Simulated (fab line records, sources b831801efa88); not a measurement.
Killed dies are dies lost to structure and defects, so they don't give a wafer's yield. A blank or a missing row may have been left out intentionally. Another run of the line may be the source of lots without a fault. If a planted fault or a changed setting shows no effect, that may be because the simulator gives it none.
What tool caused it?	flow sky130	7 lots, 21 wafers sampled, at 1 step of a route of 708

WHAT THE GAUGES SHOWED, per wafer
SKY_SONOS_ONO_OVL_MEAS_14.
lot	measured	on	SONOS_ONO_OVL (nm)
L819	day 12 17:40	overlay-02	-0.5 0.6 0.5
L822	day 13 20:25	overlay-02	-3.6 -2.1 -2.8
L826	day 15 08:28	overlay-01	0.3 -2.0 -2.2
L827	day 16 02:31	overlay-02	0.6 -0.3 1.2
L831	day 18 04:31	overlay-02	-1.5 0.3 -2.2
L837	day 19 11:40	overlay-02	2.0 2.9 2.0
L841	day 20 15:49	overlay-02	-0.8 -1.0 -0.5

TOOL THAT RAN EACH LOT (tool first, then ch and the chambers of the sampled wafers, then the start)
Record: no process step prior to these readings.

THE ANSWER, worked out from the rows above alone
Rule: what is usual is taken from the lots themselves. The widest of any qualifying gaps counts: lots, ordered by their means at a reading, are off when they make up no more than a third of the lots, leave a main group of 4 or more, and stand apart from it by 3 or more times the standard deviation of that group's means. A main group whose means are all the same, to the digits that the tables above print for the reading, isn't used. A lot without any number at a reading at which 4 lots or more have one is off too. Any other lot the step has rows for is counted as sound.
None of the lots is off at any reading shown; this tells nothing.

WHAT THE SIMULATOR PUT IN
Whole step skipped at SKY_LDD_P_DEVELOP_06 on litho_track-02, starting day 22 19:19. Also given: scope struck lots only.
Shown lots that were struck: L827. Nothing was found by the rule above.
